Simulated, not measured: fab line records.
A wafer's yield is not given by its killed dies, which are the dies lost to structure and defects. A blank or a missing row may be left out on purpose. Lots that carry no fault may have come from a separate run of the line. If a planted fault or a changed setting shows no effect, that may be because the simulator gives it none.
Matching of chambers / flow sky130 / 4 sister chambers for SKY_LI_CONTACT_CMP_02 on cmp-01
The step polishes PSG. 20 wafers are shown with their chamber, then 10 later ones without.

## WAFERS WITH THEIR CHAMBER
wafer=L552.3; chamber=3; motor current A (A)=9.6; time to endpoint s (s)=26.9
wafer=L552.5; chamber=0; motor current A (A)=11.6; time to endpoint s (s)=29.9
wafer=L552.6; chamber=3; motor current A (A)=10.0; time to endpoint s (s)=28.5
wafer=L553.1; chamber=3; motor current A (A)=10.0; time to endpoint s (s)=27.5
wafer=L553.2; chamber=0; motor current A (A)=12.0; time to endpoint s (s)=31.5
wafer=L553.3; chamber=2; motor current A (A)=12.1; time to endpoint s (s)=26.5
wafer=L554.1; chamber=2; motor current A (A)=12.3; time to endpoint s (s)=31.1
wafer=L554.3; chamber=0; motor current A (A)=10.3; time to endpoint s (s)=31.1
wafer=L554.6; chamber=3; motor current A (A)=9.7; time to endpoint s (s)=31.3
wafer=L555.1; chamber=0; motor current A (A)=11.1; time to endpoint s (s)=35.2
wafer=L555.2; chamber=3; motor current A (A)=10.2; time to endpoint s (s)=28.9
wafer=L555.6; chamber=3; motor current A (A)=10.2; time to endpoint s (s)=31.4
wafer=L556.1; chamber=0; motor current A (A)=11.3; time to endpoint s (s)=33.4
wafer=L556.4; chamber=3; motor current A (A)=10.3; time to endpoint s (s)=31.6
wafer=L556.6; chamber=3; motor current A (A)=9.6; time to endpoint s (s)=35.2
wafer=L558.3; chamber=2; motor current A (A)=12.0; time to endpoint s (s)=32.5
wafer=L558.4; chamber=3; motor current A (A)=9.8; time to endpoint s (s)=32.9
wafer=L558.6; chamber=3; motor current A (A)=10.4; time to endpoint s (s)=31.1
wafer=L564.1; chamber=1; motor current A (A)=14.5; time to endpoint s (s)=35.5
wafer=L564.2; chamber=3; motor current A (A)=10.1; time to endpoint s (s)=31.9

SIGNATURES, as means of the wafers listed above
reading=motor current A; chamber 0=11.260; chamber 1=14.500; chamber 2=12.133; chamber 3=9.991; scatter within a chamber=0.391
reading=time to endpoint s; chamber 0=32.220; chamber 1=35.500; chamber 2=30.033; chamber 3=30.655; scatter within a chamber=2.48
Rule: for a wafer and a chamber, the distance is found by dividing, reading by reading, the gap between the wafer's reading and the chamber's mean by the reading's scatter, squaring, summing and taking the root. If the next closest chamber is less than 2 further off than the closest, the wafer can't be placed; otherwise it belongs to the closest. How the scatter is found: for the shown wafers, subtract from each reading the mean of its chamber, square and add these, divide the total by (wafers less chambers), then take the root.

## WAFERS WITHOUT THEIR CHAMBER
wafer=L564.5; motor current A (A)=11.2; time to endpoint s (s)=33.4
wafer=L569.4; motor current A (A)=11.0; time to endpoint s (s)=33.6
wafer=L569.5; motor current A (A)=11.7; time to endpoint s (s)=34.0
wafer=L569.6; motor current A (A)=9.8; time to endpoint s (s)=35.3
wafer=L572.1; motor current A (A)=12.8; time to endpoint s (s)=35.1
wafer=L572.2; motor current A (A)=11.6; time to endpoint s (s)=37.0
wafer=L572.5; motor current A (A)=11.3; time to endpoint s (s)=33.3
wafer=L574.1; motor current A (A)=11.4; time to endpoint s (s)=33.2
wafer=L574.3; motor current A (A)=15.2; time to endpoint s (s)=31.9
wafer=L574.4; motor current A (A)=9.6; time to endpoint s (s)=33.4

## WHICH CHAMBER EACH WENT THROUGH
wafer=L564.5; from the rows above=0; in truth=0
wafer=L569.4; from the rows above=can't be placed: 0 or 3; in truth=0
wafer=L569.5; from the rows above=can't be placed: 0 or 2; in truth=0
wafer=L569.6; from the rows above=can't be placed: 3 or 0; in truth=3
wafer=L572.1; from the rows above=can't be placed: 2 or 0 or 1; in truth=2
wafer=L572.2; from the rows above=can't be placed: 0 or 2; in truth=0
wafer=L572.5; from the rows above=0; in truth=0
wafer=L574.1; from the rows above=can't be placed: 0 or 2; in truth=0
wafer=L574.3; from the rows above=1; in truth=1
wafer=L574.4; from the rows above=3; in truth=3
Correct placement for 4 of the 10. Cannot be placed on the basis of these rows: 6; the candidates contain the true chamber in 6. Number placed wrongly: 0.
